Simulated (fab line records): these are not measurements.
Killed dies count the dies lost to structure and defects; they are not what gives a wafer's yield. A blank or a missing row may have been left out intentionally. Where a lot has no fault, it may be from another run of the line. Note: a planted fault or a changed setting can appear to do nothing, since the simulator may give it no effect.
8D (eight disciplines) problem report, filled in by code / flow gf180mcu / the parts of the form that need people (team, actions taken, sign-off) are left out

## 1. THE PROBLEM
Wafers free of any fault read 49.6 nm (standard deviation 0.66) for SAB_CVD_00_THK at GF_SAB_THK_MEAS_01, against a mean of 42.6 nm on 3 wafers of 3 lots. That is -11 standard deviations from the usual mean.
Earliest sighting: wafer L698.3 on film-metro-03 at day 16 03:34. Wafers with a number at this step in the record: 39, from 13 lots. By rule, "out" or "out of limits" means more than 4 standard deviations away from the usual mean. All remaining wafers that have a number are taken as sound.

## 2. WHAT IT IS AND WHAT IT IS NOT
question=which readings at this step | is=SAB_CVD_00_THK | is not=-
question=which lots | is=L698, L700, L704 | is not=L694, L695, L696, L697, L702, L709, L710, L712, L715, L717
question=which wafers of those lots | is=L698.3, L700.2, L704.4 | is not=L698.1, L698.2, L700.4, L700.5, L704.2, L704.5
question=read on which gauges | is=film-metro-03, film-metro-04 | is not=film-metro-01
question=when | is=from day 16 03:34 | is not=up to then (14 sound wafers); but 22 sound wafers of L700, L702, L704, L709, L710, L712, L715, L717 came after

## 3. THE SUSPECTS, EACH WITH WHAT RULES IT OUT
Counting: if a tool at a process step up to the reading ran every lot that is out, it stays a suspect. Sound lots after the first of them don't rule it out here, since some wafers of a struck lot are sound.
- ruled out: the gauge at GF_SAB_THK_MEAS_01. Those wafers that are out were read across 2 gauges (film-metro-03, film-metro-04).
- pecvd-03 at GF_SAB_CVD_00 (deposits SiO2 from TEOS, target thk 50 nm, time 4.9302 s): kept. It ran every lot that is out, first L698 (day 16 03:33); its last sound lot up to then is L697 (day 15 07:41).
- pecvd-03, GF_SAB_CVD_00: wafers that are out in chamber 2, sound lot-mates in chambers 0, 1.
Left after counting: pecvd-03 at GF_SAB_CVD_00.

## 4. THE CAUSE (what the simulator had put in)
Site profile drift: pecvd-03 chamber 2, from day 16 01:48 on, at GF_SAB_CVD_00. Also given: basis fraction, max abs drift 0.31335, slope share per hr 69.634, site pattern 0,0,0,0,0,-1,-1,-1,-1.
This tool alone remained once counting was done.

## 5. THE CHAIN OF EFFECTS, in route order
Each row: a reading whose mean over the struck wafers that have a number lies more than 3 standard deviations from the usual. Readings are gone through only where the record gives a usual standard deviation; hours: the median, over the lots, of the time from a lot's start at the first step in this table giving one to that lot's start at this step; sigmas: the change measured in usual standard deviations.
hours=0; step=GF_SAB_THK_MEAS_01; reading=SAB_CVD_00_THK; usual=49.6 nm; on struck wafers=42.6; change=-7.0; sigmas=-11
Later measuring or inspecting steps at which every struck wafer that the step has a row for has a number for every such reading, and none has moved that far: GF_SAB_CD_MEAS_09.

## 6. WHAT WOULD HAVE CAUGHT IT SOONER
Counted from the fault's start at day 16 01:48, it took 2 hours until the first out-of-limits reading at a measuring or inspecting step in this record, taken at day 16 03:34.
An alarm limit of 4 standard deviations would not have fired on the tool readings at GF_SAB_CVD_00 for which the record gives a usual standard deviation, since none of them was out on any struck wafer.
Among the 3 lots that are out, L700, L704 began GF_SAB_CVD_00 on pecvd-03 after day 16 03:34. A hold on the tool at that time would have spared those 2.
